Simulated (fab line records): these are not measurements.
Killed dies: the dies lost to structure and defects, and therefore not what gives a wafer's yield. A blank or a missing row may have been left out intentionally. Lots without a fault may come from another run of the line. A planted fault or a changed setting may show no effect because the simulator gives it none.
fab line records	flow sky130
record: lots: 6	wafers: 18	last_day: 50
route steps=708 shown SONOS_ONO@176 GATE_OXIDE@187 POLY_GATE@204 PAD_OPEN@708
lots untouched by any fault: they come from a run of this same line in which no faults occurred
start_h: hours from the record's opening day to when the first of the lot's shown wafers began	wait_h: hours since the lot's step before	" repeats the value in the row above	L1.1+2: several wafers, shown together as one row	- value missing, or start not given	* or withheld: withheld	< > ~ a bound
route shown NAME@n: names a module that has steps shown in the file, with the first one's number in the route	usual: average and standard deviation across the fault-free wafers	same: alike in all rows	chamber/n: place in a boat	sites: readings site by site	_std_site: standard deviation of those values	_edge_site: outer sites' mean less inner sites'	radius_mm: how far each site lies from the wafer's centre	mask NAME#n: copy n	behind: the tool/chamber that last shaped the wafer	hold: what put the lot on hold/how long, in hours/how the hold closed	device: whichever transistor did not switch (one of n, p or np)	end of line: the tests these same wafers got at the end of their route	a step with no rows: only its recipe	killed: dies lost to structure and defects at the first sort, not the wafer's yield	map: per-die view of a wafer (x killed, . not killed, _ where there is no die)
set.NAME: the setting the step ran with; set.NAME@STEP: the setting that earlier step ran with	model.NAME: the simulator's own value behind a step, which no gauge read
lots at selected steps of the route; one table per step, one row per wafer
services: a tool's chamber out of use, with start hour (start_h, from the record's first day; less than 0 if before it), hours out, and reason
== steps ==
step: SKY_SONOS_ONO_COAT_08
recipe: resist: NOVOLAK	spin_rpm: 3000	resist_thk_nm: 1140
step: SKY_SONOS_ONO_SOFTBAKE_09
recipe: temp_c: 90	time_s: 60	resist: NOVOLAK
step: SKY_SONOS_ONO_EXPOSE_10
recipe: mask_id: ONOM	target_cd_nm: 410	na: 0.6	source_shape: conventional	sigma_outer: 0.6	dose_mj: 150
step: SKY_SONOS_ONO_PEB_11
recipe: temp_c: withheld	time_s: *	resist: NOVOLAK
step: SKY_SONOS_ONO_DEVELOP_12
recipe: develop_time_s: 60	dev_temp_c: 23
step: SKY_SONOS_ONO_CD_MEAS_13
recipe: target_cd_nm: 410
usual: cd_nm: 410.8/2.1
lot.wafer	tool	chamber	start_h	wait_h	cd_nm
L241.2	cd_sem-01	-	324.53	0.1	411.9
L241.5	"	-	"	"	414.1
L241.6	"	-	"	"	411.8
L244.1	cd_sem-01	-	343.81	0.1	409.9
L244.2	"	-	"	"	409.7
L244.6	"	-	"	"	413.1
L245.1	cd_sem-02	-	355.11	0.1	412.9
L245.4	"	-	"	"	413.3
L245.6	"	-	"	"	412.4
L252.1	cd_sem-01	-	417.60	0.1	411.0
L252.4	"	-	"	"	412.7
L252.5	"	-	"	"	410.8
L253.2	cd_sem-02	-	422.67	0.1	407.2
L253.4	"	-	"	"	409.2
L253.6	"	-	"	"	411.1
L255.2	cd_sem-02	-	452.09	0.1	414.7
L255.3	"	-	"	"	414.0
L255.4	"	-	"	"	413.0
step: SKY_SONOS_ONO_OVL_MEAS_14
usual: SONOS_ONO_OVL: 1.0/1.5
lot.wafer	tool	chamber	start_h	wait_h	SONOS_ONO_OVL[nm]
L241.2	overlay-01	-	324.63	0.1	0.7
L241.5	"	-	"	"	2.2
L241.6	"	-	"	"	2.2
L244.1	overlay-01	-	343.93	0.1	1.8
L244.2	"	-	"	"	0.7
L244.6	"	-	"	"	3.4
L245.1	overlay-02	-	355.23	0.1	1.3
L245.4	"	-	"	"	1.0
L245.6	"	-	"	"	0.6
L252.1	overlay-01	-	417.72	0.1	2.5
L252.4	"	-	"	"	1.1
L252.5	"	-	"	"	-0.6
L253.2	overlay-01	-	422.78	0.1	3.0
L253.4	"	-	"	"	1.4
L253.6	"	-	"	"	4.3
L255.2	overlay-01	-	452.20	0.1	-0.7
L255.3	"	-	"	"	0.5
L255.4	"	-	"	"	0.9
step: SKY_SONOS_ONO_ETCH_15
recipe: target_depth_nm: 19.52	chemistry: CHF3/O2	source_w: 600	bias_w: 200	pressure_mtorr: 40	chf3_flow_sccm: 50	O2_flow_sccm: 5	time_s: 7.8
usual: drypump_motor_current_A: 6.0/0.49	oes_product_au: 1.001/0.0092	throttle_valve_pct: 8.825/0.0089
lot.wafer	tool	chamber	start_h	wait_h	drypump_motor_current_A	oes_product_au	rf_hours_counter_h	throttle_valve_pct
L241.2	rie_diel-04	0	324.66	0.0	5.9	1.007	51	8.821
L241.5	"	1	"	"	6.8	0.998	-	8.823
L241.6	"	2	"	"	6.1	1.001	-	8.822
L244.1	rie_diel-04	2	343.96	0.0	6.1	0.993	2	8.820
L244.2	"	3	"	"	5.9	1.001	3	8.826
L244.6	"	0	"	"	5.9	1.012	-	8.828
L245.1	rie_diel-03	0	355.26	0.0	5.5	1.002	94	8.822
L245.4	"	2	"	"	6.2	1.000	68	8.818
L245.6	"	2	"	"	6.2	0.973	-	8.819
L252.1	rie_diel-01	2	417.76	0.0	6.2	0.992	37	8.820
L252.4	"	0	"	"	6.6	0.990	2	8.818
L252.5	"	1	"	"	5.3	1.016	-	8.835
L253.2	rie_diel-04	1	422.81	0.0	6.8	0.996	1	8.826
L253.4	"	2	"	"	6.0	1.004	3	8.847
L253.6	"	0	"	"	5.9	1.013	-	8.836
L255.2	rie_diel-01	1	452.23	0.0	5.3	0.999	35	8.831
L255.3	"	2	"	"	6.2	0.987	37	8.802
L255.4	"	0	"	"	6.6	0.990	3	8.818
step: SKY_SONOS_ONO_WET_ETCH_16
recipe: chemistry: dHF	target_depth_nm: 14	dry: n2_spin	target: SiO2	dilution: 100:1	temp_c: 25	time_s: 280
step: SKY_SONOS_ONO_STRIP_17
recipe: chemistry: O2/N2	power_w: 1400	pressure_mtorr: 1500	platen_temp_c: withheld	o2_flow_sccm: 3000	n2_flow_sccm: 300	overash_fraction: 0.5
usual: drypump_motor_current_A: 5.6/0.45	oes_product_au: 0.710/0.0045	strip_time_to_endpoint_s: 14.11/0.039
lot.wafer	tool	chamber	start_h	wait_h	drypump_motor_current_A	oes_product_au	rf_hours_counter_h	strip_time_to_endpoint_s
L241.2	plasma_asher-01	1	324.77	0.0	6.2	0.705	64	14.13
L241.5	"	1	"	"	6.2	0.711	-	14.16
L241.6	"	0	"	"	4.8	0.721	-	14.13
L244.1	plasma_asher-01	1	344.07	0.0	6.2	0.711	66	14.11
L244.2	"	0	"	"	4.9	0.711	66	14.11
L244.6	"	0	"	"	4.8	0.717	-	14.08
L245.1	plasma_asher-02	1	355.38	0.0	5.4	0.719	23	14.10
L245.4	"	0	"	"	5.3	0.711	-	14.11
L245.6	"	1	"	"	5.4	0.712	-	14.10
L252.1	plasma_asher-01	1	417.87	0.0	6.2	0.713	73	14.16
L252.4	"	0	"	"	4.8	0.710	-	14.10
L252.5	"	1	"	"	6.2	0.705	-	14.11
L253.2	plasma_asher-01	1	422.92	0.0	6.2	0.707	74	14.16
L253.4	"	0	"	"	4.8	0.718	-	14.14
L253.6	"	0	"	"	4.8	0.712	-	14.16
L255.2	plasma_asher-04	1	452.42	0.0	6.0	0.718	2	14.12
L255.3	"	1	"	"	6.0	0.716	-	14.15
L255.4	"	0	"	"	5.9	0.716	-	14.06
step: SKY_SONOS_ONO_WET_ETCH_18
recipe: chemistry: H3PO4	target_depth_nm: 15	target: Si3N4	temp_c: 160	time_s: 172
step: SKY_GATE_OXIDE_CLEAN_00
recipe: chemistry: SC1/SC2	mix: 1:4:20	temp_c: 70	time_s: 150	dry: n2_spin
step: SKY_GATE_OXIDE_OXIDATION_01
recipe: temp_c: 900	ambient: O2	stabilise_s: 600	purge_s: 300	target_thk_a: 102.68	ox_time_s: 1473
usual: zone_power_bottom_pct: 29.9/1.1
lot.wafer	tool	chamber	start_h	wait_h	zone_power_bottom_pct	model.SiO2_of_GATE_OXIDE_OXIDATION_01.thk_nm
L241.2	furnace-01	0	324.97	0.0	29.1	10.34
L241.5	"	0	"	"	28.6	10.27
L241.6	"	0	"	"	28.2	10.38
L244.1	furnace-02	0	344.85	0.6	30.6	5.831
L244.2	"	0	"	"	31.0	5.886
L244.6	"	0	"	"	30.7	5.767
L245.1	furnace-02	0	361.65	6.0	31.3	6.056
L245.4	"	0	"	"	31.3	6.079
L245.6	"	0	"	"	31.2	6.032
L252.1	furnace-02	0	418.82	0.7	30.5	10.83
L252.4	"	0	"	"	30.9	10.62
L252.5	"	0	"	"	30.5	10.8
L253.2	furnace-01	0	424.48	1.4	28.5	10.42
L253.4	"	0	"	"	28.9	10.69
L253.6	"	0	"	"	28.5	10.72
L255.2	furnace-02	0	453.24	0.6	31.4	10.58
L255.3	"	0	"	"	30.4	10.32
L255.4	"	0	"	"	30.8	10.31
step: SKY_GATE_OXIDE_THK_MEAS_02
recipe: reads: SiO2_of_GATE_OXIDE_OXIDATION_01
usual: GATE_OXIDE_OXIDATION_00_THK: 10.36/0.18
lot.wafer	tool	chamber	start_h	wait_h	hold	GATE_OXIDE_OXIDATION_00_THK[nm]
L241.2	film_metro-03	-	326.39	0.0	-	10.37
L241.5	"	-	"	"	-	10.30
L241.6	"	-	"	"	-	10.38
L244.1	film_metro-01	-	346.26	0.0	await_dispo/0.2h/release	5.83
L244.2	"	-	"	"	await_dispo/0.2h/release	5.89
L244.6	"	-	"	"	await_dispo/0.2h/release	5.77
L244.1	film_metro-01	-	346.49	0.2	-	5.84
L244.2	"	-	"	"	-	5.88
L244.6	"	-	"	"	-	5.74
L245.1	film_metro-02	-	363.06	0.0	await_dispo/0.2h/release	6.08
L245.4	"	-	"	"	await_dispo/0.2h/release	6.08
L245.6	"	-	"	"	await_dispo/0.2h/release	6.05
L245.1	film_metro-02	-	363.29	0.2	-	6.02
L245.4	"	-	"	"	-	6.03
L245.6	"	-	"	"	-	5.99
L252.1	film_metro-02	-	420.22	0.0	-	10.78
L252.4	"	-	"	"	-	10.61
L252.5	"	-	"	"	-	10.80
L253.2	film_metro-03	-	425.90	0.0	-	10.40
L253.4	"	-	"	"	-	10.68
L253.6	"	-	"	"	-	10.74
L255.2	film_metro-01	-	454.66	0.0	-	10.56
L255.3	"	-	"	"	-	10.29
L255.4	"	-	"	"	-	10.33
step: SKY_GATE_OXIDE_HMDS_04
recipe: prime_time_s: 60	prime_temp_c: 120
step: SKY_GATE_OXIDE_COAT_05
recipe: resist: NOVOLAK	spin_rpm: 3000	resist_thk_nm: 1140
step: SKY_GATE_OXIDE_SOFTBAKE_06
recipe: temp_c: 90	time_s: 60	resist: NOVOLAK
step: SKY_GATE_OXIDE_EXPOSE_07
recipe: mask_id: LVOM	na: 0.6	source_shape: conventional	sigma_outer: 0.6	polarization: unpolarized	target_cd_nm: 600	dose_mj: 170
step: SKY_GATE_OXIDE_PEB_08
recipe: temp_c: withheld	time_s: *	resist: NOVOLAK
step: SKY_GATE_OXIDE_DEVELOP_09
recipe: resist: NOVOLAK	developer: TMAH	develop_time_s: 60	dev_temp_c: 23
step: SKY_GATE_OXIDE_OVL_MEAS_10
usual: GATE_OXIDE_OVL: -0.2/1.5
lot.wafer	tool	chamber	start_h	wait_h	GATE_OXIDE_OVL[nm]
L241.2	overlay-02	-	353.31	0.1	-1.3
L241.5	"	-	"	"	-1.0
L241.6	"	-	"	"	-0.7
L244.1	overlay-01	-	372.91	0.1	0.7
L244.2	"	-	"	"	-0.7
L244.6	"	-	"	"	-2.3
L245.1	overlay-01	-	391.09	0.1	-1.8
L245.4	"	-	"	"	-2.1
L245.6	"	-	"	"	-2.0
L252.1	overlay-01	-	451.10	0.1	0.8
L252.4	"	-	"	"	2.0
L252.5	"	-	"	"	-1.0
L253.2	overlay-02	-	457.45	0.1	0.8
L253.4	"	-	"	"	0.7
L253.6	"	-	"	"	0.9
L255.2	overlay-01	-	485.01	0.1	-0.1
L255.3	"	-	"	"	-1.2
L255.4	"	-	"	"	-0.8
step: SKY_GATE_OXIDE_IMPLANT_11
recipe: species: B	energy_kev: 10	dose_cm2: 2.6e+12	tilt_deg: withheld
step: SKY_GATE_OXIDE_WET_ETCH_12
recipe: chemistry: dHF	target_depth_nm: 16.8	dry: n2_spin	target: SiO2	dilution: 100:1	temp_c: 25	time_s: 336
step: SKY_GATE_OXIDE_STRIP_13
recipe: chemistry: O2/N2	power_w: 1400	pressure_mtorr: 1500	platen_temp_c: withheld	o2_flow_sccm: 3000	n2_flow_sccm: 300	overash_fraction: 0.5
usual: drypump_motor_current_A: 5.7/0.48	oes_product_au: 0.716/0.0048	strip_time_to_endpoint_s: 14.20/0.037
lot.wafer	tool	chamber	start_h	wait_h	drypump_motor_current_A	oes_product_au	rf_hours_counter_h	strip_time_to_endpoint_s
L241.2	plasma_asher-03	0	353.59	0.0	5.4	0.712	53	14.19
L241.5	"	0	"	"	5.4	0.727	-	14.19
L241.6	"	1	"	"	5.8	0.713	-	14.22
L244.1	plasma_asher-03	0	373.19	0.0	5.3	0.710	55	14.20
L244.2	"	1	"	"	5.8	0.720	55	14.21
L244.6	"	1	"	"	5.8	0.726	-	14.22
L245.1	plasma_asher-04	0	391.38	0.0	5.9	0.708	68	14.19
L245.4	"	0	"	"	5.9	0.709	-	14.13
L245.6	"	0	"	"	5.9	0.719	-	14.14
L252.1	plasma_asher-03	1	451.49	0.0	5.8	0.713	62	14.23
L252.4	"	1	"	"	5.7	0.712	-	14.19
L252.5	"	1	"	"	5.8	0.714	-	14.24
L253.2	plasma_asher-01	0	457.73	0.0	4.8	0.719	77	14.18
L253.4	"	1	"	"	6.3	0.719	-	14.15
L253.6	"	1	"	"	6.3	0.718	-	14.16
L255.2	plasma_asher-01	0	485.29	0.0	4.8	0.714	80	14.20
L255.3	"	1	"	"	6.2	0.714	-	14.24
L255.4	"	0	"	"	4.8	0.714	-	14.25
step: SKY_GATE_OXIDE_TW_MEAS_14
usual: GATE_OXIDE_TW: 226.3/2.1
lot.wafer	tool	chamber	start_h	wait_h	hold	GATE_OXIDE_TW
L241.2	film_metro-01	-	353.70	0.1	-	225.1
L241.5	"	-	"	"	-	224.1
L241.6	"	-	"	"	-	223.6
L244.1	film_metro-02	-	373.29	0.1	await_dispo/0.2h/release	224.9
L244.2	"	-	"	"	await_dispo/0.2h/release	225.6
L244.6	"	-	"	"	await_dispo/0.2h/release	224.0
L244.1	film_metro-02	-	373.52	0.2	-	223.4
L244.2	"	-	"	"	-	224.6
L244.6	"	-	"	"	-	223.7
L245.1	film_metro-02	-	391.48	0.1	await_dispo/0.2h/release	227.7
L245.4	"	-	"	"	await_dispo/0.2h/release	226.0
L245.6	"	-	"	"	await_dispo/0.2h/release	227.1
L245.1	film_metro-02	-	391.71	0.2	-	226.5
L245.4	"	-	"	"	-	226.2
L245.6	"	-	"	"	-	226.0
L252.1	film_metro-02	-	451.59	0.1	-	224.6
L252.4	"	-	"	"	-	224.7
L252.5	"	-	"	"	-	225.1
L253.2	film_metro-03	-	457.84	0.1	-	227.6
L253.4	"	-	"	"	-	226.9
L253.6	"	-	"	"	-	227.9
L255.2	film_metro-01	-	485.40	0.1	-	224.7
L255.3	"	-	"	"	-	224.9
L255.4	"	-	"	"	-	224.3
step: SKY_GATE_OXIDE_OXIDATION_16
recipe: temp_c: 800	ambient: O2	idle_temp_c: 700	ramp_up_c_per_min: 10	ramp_down_c_per_min: 3	stabilise_s: 600	purge_s: 300	target_thk_a: 35.7	ox_time_s: 1915
usual: ramp_down_c_per_min: 3.0000/0.00056	zone_power_bottom_pct: 23.1/0.82
lot.wafer	tool	chamber	start_h	wait_h	ramp_down_c_per_min	zone_power_bottom_pct	model.SiO2_of_GATE_OXIDE_OXIDATION_01.thk_nm
L241.2	furnace-01	0	353.81	0.0	3.0008	22.4	11.66
L241.5	"	0	"	"	3.0003	22.7	11.62
L241.6	"	0	"	"	2.9998	22.6	11.69
L244.1	furnace-01	0	377.11	1.2	3.0007	22.5	7.658
L244.2	"	0	"	"	3.0005	22.1	7.668
L244.6	"	0	"	"	3.0001	22.2	7.569
L245.1	furnace-01	0	393.12	0.0	2.9996	22.5	7.798
L245.4	"	0	"	"	3.0003	22.9	7.826
L245.6	"	0	"	"	3.0004	22.4	7.812
L252.1	furnace-02	0	451.71	0.0	3.0005	23.6	12.21
L252.4	"	0	"	"	3.0002	24.0	12.06
L252.5	"	0	"	"	3.0002	24.2	12.18
L253.2	furnace-01	0	458.94	1.0	3.0007	22.5	11.8
L253.4	"	0	"	"	3.0007	22.4	12.06
L253.6	"	0	"	"	3.0000	22.2	12.07
L255.2	furnace-02	0	485.50	0.0	2.9995	24.3	11.92
L255.3	"	0	"	"	2.9991	23.5	11.68
L255.4	"	0	"	"	2.9994	24.0	11.67
step: SKY_POLY_GATE_CVD_00
recipe: material: poly-Si	target_thk_nm: 180	temp_c: 620	time_s: 720	pressure_mtorr: 200
step: SKY_PAD_OPEN_PROBE_99
usual: killed_at_M0_to_M3: 43/7	killed_at_M4_up: 3.5/1.9	killed_at_contacts: 24/5.3	killed_at_front_end: 15/4.4	killed_at_other: 0.3/0.69	killed_dies: 87/9.7	killed_open: 48/7	killed_short: 39/6.4
same: gross_dies: 492	killed_at_back_side: 0
lot.wafer	tool	chamber	start_h	wait_h	killed_at_M0_to_M3	killed_at_M4_up	killed_at_contacts	killed_at_front_end	killed_at_other	killed_dies	killed_open	killed_short	model.etest.nfet_16v.r_on_ohm_um	model.etest.pfet_16v.r_on_ohm_um	model.etest.pfet_g5v0d10v5.r_on_ohm_um	model.etest.tip_sonos.rs_ohm_sq	model.etest.nfet_g5v0d10v5.r_on_ohm_um	model.etest.nfet_g5v0d10v5.drive_ua_um	model.etest.nfet_05v0_nvt.drive_ua_um	model.etest.tip_p.rs_ohm_sq
L241.2	prober-02	-	1108.78	0.1	46	3	24	19	0	92	49	43	1.434e+04	1.477e+04	4830	2718	1866	610	576.6	6882
L241.5	prober-02	-	1108.93	0.2	44	3	27	7	0	81	50	29	1.438e+04	1.491e+04	4765	2702	1863	610.9	582.5	6784
L241.6	prober-02	-	1108.98	0.2	55	4	25	23	2	109	56	50	1.429e+04	1.425e+04	4768	2718	1889	605.2	578.4	6830
L244.1	prober-01	-	1124.37	0.1	50	2	30	7	0	89	44	44	1.172e+04	1.42e+04	3814	2040	1488	908.4	822.1	6738
L244.2	prober-01	-	1124.42	0.1	42	3	24	9	1	79	37	42	1.176e+04	1.375e+04	3988	2042	1521	898.2	814.3	6745
L244.6	prober-01	-	1124.62	0.2	37	3	20	12	0	72	35	37	1.17e+04	1.418e+04	3808	2025	1497	905.7	825.1	6828
L245.1	prober-02	-	1136.17	0.1	45	5	16	11	0	77	42	35	1.21e+04	1.355e+04	3890	2012	1515	875.8	802	6545
L245.4	prober-02	-	1136.32	0.2	49	4	22	16	0	91	50	41	1.208e+04	1.338e+04	3894	1997	1530	875.7	807.8	6643
L245.6	prober-02	-	1136.42	0.2	42	6	32	10	0	90	44	46	1.212e+04	1.35e+04	3891	2013	1515	881.3	808.9	6601
L252.1	prober-02	-	1168.87	0.1	49	2	23	15	0	89	42	46	1.387e+04	1.514e+04	4821	2809	1914	581.1	554.2	7081
L252.4	prober-02	-	1169.02	0.2	45	3	25	16	1	90	46	43	1.396e+04	1.55e+04	4795	2808	1910	590.8	561.7	7043
L252.5	prober-02	-	1169.07	0.2	49	3	17	14	0	83	37	46	1.403e+04	1.569e+04	4893	2820	1935	584.4	554.2	6996
L253.2	prober-01	-	1171.42	0.1	34	0	23	22	0	79	40	39	1.421e+04	1.477e+04	4714	2690	1854	607.9	578.9	6909
L253.4	prober-01	-	1171.52	0.2	35	2	24	10	0	71	43	28	1.443e+04	1.481e+04	4853	2750	1946	587.6	556.5	6884
L253.6	prober-01	-	1171.62	0.2	35	2	27	16	0	80	40	40	1.441e+04	1.514e+04	4770	2702	1918	588.2	563.6	6867
L255.2	prober-01	-	1188.82	0.1	46	4	34	18	0	102	52	49	1.392e+04	1.487e+04	4819	2735	1910	587.5	564.9	7005
L255.3	prober-01	-	1188.87	0.2	43	2	33	7	1	86	55	31	1.378e+04	1.484e+04	4819	2658	1885	600.3	575.2	6989
L255.4	prober-01	-	1188.92	0.2	56	5	25	12	0	98	53	45	1.387e+04	1.52e+04	4796	2682	1889	598	574	7024
killed by level:class
L241.2 CONTACT:geometric_particle:open=11 VIA1:geometric_particle:open=9 VIA2:geometric_particle:short=7 VIA3:geometric_particle:open=7 FIELD_ISO:geometric_particle:open=5 LI_CONTACT:geometric_particle:open=5 VIA3:geometric_particle:short=5 FIELD_ISO:geometric_particle:short=4
L241.5 CONTACT:geometric_particle:open=11 VIA2:geometric_particle:open=10 LI_CONTACT:geometric_particle:open=7 VIA1:geometric_particle:open=7 VIA3:geometric_particle:open=5 VIA3:geometric_particle:short=5 CONTACT:geometric_particle:short=4 FIELD_ISO:geometric_particle:open=3
L241.6 VIA1:geometric_particle:open=12 VIA2:geometric_particle:open=11 CONTACT:geometric_particle:short=9 LI_CONTACT:geometric_particle:open=7 VIA1:geometric_particle:short=7 FIELD_ISO:geometric_particle:short=6 METAL1:geometric_particle:short=6 VIA3:geometric_particle:open=5
L244.1 CONTACT:geometric_particle:open=9 LI_CONTACT:geometric_particle:open=8 VIA3:geometric_particle:open=8 METAL3:geometric_particle:short=7 METAL1:geometric_particle:short=7 VIA1:geometric_particle:short=7 VIA2:geometric_particle:open=5 VIA1:geometric_particle:open=5
L244.2 VIA1:geometric_particle:open=10 CONTACT:geometric_particle:open=8 METAL1:geometric_particle:short=6 VIA1:geometric_particle:short=6 FIELD_ISO:geometric_particle:short=5 LI_CONTACT:geometric_particle:short=4 LI_CONTACT:geometric_particle:open=4 LOCAL_INTERCONNECT:geometric_particle:short=4
L244.6 CONTACT:geometric_particle:open=9 VIA1:geometric_particle:open=8 METAL1:geometric_particle:short=7 CONTACT:geometric_particle:short=5 POLY_GATE:geometric_particle:open=4 VIA3:geometric_particle:short=4 VIA3:geometric_particle:open=4 FIELD_ISO:geometric_particle:short=3
L245.1 VIA1:geometric_particle:open=11 CONTACT:geometric_particle:open=8 VIA1:geometric_particle:short=8 VIA2:geometric_particle:open=6 METAL2:geometric_particle:short=5 FIELD_ISO:geometric_particle:open=4 VIA2:geometric_particle:short=4 METAL4:geometric_particle:short=4
L245.4 VIA1:geometric_particle:open=13 VIA2:geometric_particle:open=7 METAL2:geometric_particle:short=6 FIELD_ISO:geometric_particle:short=5 LI_CONTACT:geometric_particle:open=5 CONTACT:geometric_particle:open=5 CONTACT:geometric_particle:short=5 METAL1:geometric_particle:short=5
L245.6 VIA1:geometric_particle:open=13 LI_CONTACT:geometric_particle:open=8 CONTACT:geometric_particle:open=7 CONTACT:geometric_particle:short=7 LI_CONTACT:geometric_particle:short=5 LOCAL_INTERCONNECT:geometric_particle:short=5 METAL2:geometric_particle:short=4 VIA2:geometric_particle:open=4
L252.1 VIA1:geometric_particle:open=11 METAL2:geometric_particle:short=8 CONTACT:geometric_particle:open=8 LOCAL_INTERCONNECT:geometric_particle:short=7 VIA2:geometric_particle:open=7 POLY_GATE:geometric_particle:short=6 VIA1:geometric_particle:short=5 VIA3:geometric_particle:short=5
L252.4 CONTACT:geometric_particle:open=13 VIA3:geometric_particle:open=9 VIA1:geometric_particle:open=9 METAL1:geometric_particle:short=9 CONTACT:geometric_particle:short=6 FIELD_ISO:geometric_particle:short=5 METAL2:geometric_particle:short=5 FIELD_ISO:geometric_particle:open=4
L252.5 VIA1:geometric_particle:open=10 VIA1:geometric_particle:short=9 CONTACT:geometric_particle:open=6 METAL2:geometric_particle:short=6 VIA3:geometric_particle:open=5 FIELD_ISO:geometric_particle:open=4 POLY_GATE:geometric_particle:short=4 CONTACT:geometric_particle:short=4
L253.2 FIELD_ISO:geometric_particle:short=9 LI_CONTACT:geometric_particle:open=8 CONTACT:geometric_particle:open=7 VIA3:geometric_particle:open=6 METAL1:geometric_particle:short=5 VIA2:geometric_particle:open=5 POLY_GATE:geometric_particle:short=4 LI_CONTACT:geometric_particle:short=3
L253.4 CONTACT:geometric_particle:open=10 VIA1:geometric_particle:open=9 VIA3:geometric_particle:open=8 METAL1:geometric_particle:short=7 LI_CONTACT:geometric_particle:open=6 CONTACT:geometric_particle:short=5 VIA2:geometric_particle:open=4 FIELD_ISO:geometric_particle:open=3
L253.6 LI_CONTACT:geometric_particle:open=9 LOCAL_INTERCONNECT:geometric_particle:short=9 VIA1:geometric_particle:open=9 METAL1:geometric_particle:short=8 VIA3:geometric_particle:open=5 FIELD_ISO:geometric_particle:open=5 METAL2:geometric_particle:short=4 POLY_GATE:geometric_particle:open=3
L255.2 CONTACT:geometric_particle:open=18 VIA1:geometric_particle:open=7 METAL2:geometric_particle:short=7 VIA3:geometric_particle:open=7 VIA1:geometric_particle:short=6 LI_CONTACT:geometric_particle:short=5 LI_CONTACT:geometric_particle:open=5 VIA2:geometric_particle:short=5
L255.3 CONTACT:geometric_particle:open=10 LI_CONTACT:geometric_particle:open=9 VIA1:geometric_particle:open=9 VIA2:geometric_particle:open=8 CONTACT:geometric_particle:short=6 VIA3:geometric_particle:open=6 POLY_GATE:geometric_particle:open=4 VIA1:geometric_particle:short=4
L255.4 VIA1:geometric_particle:open=18 CONTACT:geometric_particle:open=9 CONTACT:geometric_particle:short=7 METAL2:geometric_particle:short=7 METAL1:geometric_particle:short=6 VIA2:geometric_particle:open=6 VIA3:geometric_particle:open=6 VIA1:geometric_particle:short=5
== services ==
tool	chamber	start_h	hours	kind
rie_diel-04	3	305.25	8.7	repair
plasma_asher-02	-	327.33	0.5	repair
rie_diel-04	1	328.58	-	clean
rie_diel-04	1	328.58	21.2	scheduled_down
rie_diel-04	1	328.58	21.2	vent_cycle
furnace-02	-	347.51	2.8	pm
furnace-02	-	354.80	4.0	pm
rie_diel-01	2	366.40	8.5	repair
rie_diel-03	0	388.84	7.2	repair
plasma_asher-04	-	400.43	1.9	repair
furnace-01	-	419.37	3.6	pm
plasma_asher-04	-	421.25	9.0	pm
plasma_asher-04	0	421.25	9.0	vent_cycle
plasma_asher-04	1	421.25	9.0	vent_cycle
rie_diel-01	2	428.89	4.5	repair
rie_diel-04	0	429.67	7.1	repair
plasma_asher-04	0	430.25	-	clean
plasma_asher-04	1	430.25	-	clean
rie_diel-03	3	450.67	4.2	repair
rie_diel-04	-	458.91	17.3	repair
plasma_asher-01	-	463.48	1.9	repair
rie_diel-03	3	468.94	9.3	repair
plasma_asher-03	-	469.04	2.8	pm
rie_diel-03	0	478.25	-	clean
== key ==
first_sign: step: SKY_GATE_OXIDE_THK_MEAS_02	reading: visit	direction: added
effect: step: SKY_GATE_OXIDE_THK_MEAS_02	reading: GATE_OXIDE_OXIDATION_00_THK	direction: down	sigmas: 24	usual: 10.36	struck: 5.95
effect: step: SKY_GATE_OXIDE_TW_MEAS_14	reading: visit	direction: added
model_effect: step: SKY_GATE_OXIDE_OXIDATION_01	value: SiO2_of_GATE_OXIDE_OXIDATION_01.thk_nm	without: 10.36	struck: 5.942
model_effect: step: SKY_GATE_OXIDE_OXIDATION_16	value: SiO2_of_GATE_OXIDE_OXIDATION_01.thk_nm	without: 11.75	struck: 7.722
model_effect: step: SKY_PAD_OPEN_PROBE_99	value: etest.nfet_16v.r_on_ohm_um	without: 1.406e+04	struck: 1.191e+04
met_at SKY_GATE_OXIDE_OXIDATION_01
struck_wafers L244.1,L244.2,L244.6,L245.1,L245.4,L245.6
tester_left_out L244,L245
fault: kind: process_parameter_drift	tool: furnace-02	chamber: -	onset_h: 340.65	steps: SKY_GATE_OXIDE_OXIDATION_01	channel: ox_time_s	offset: *	shape: step	end_h: 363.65	acts_in: *	stated: *
tester_left_out: of these lots the tester's yield and bins aren't shown, on N5 and GAA mostly nor the transistor test; their killed dies are dies lost to structure and defects alone, not to doping, threshold or leakage, so they don't give the yield
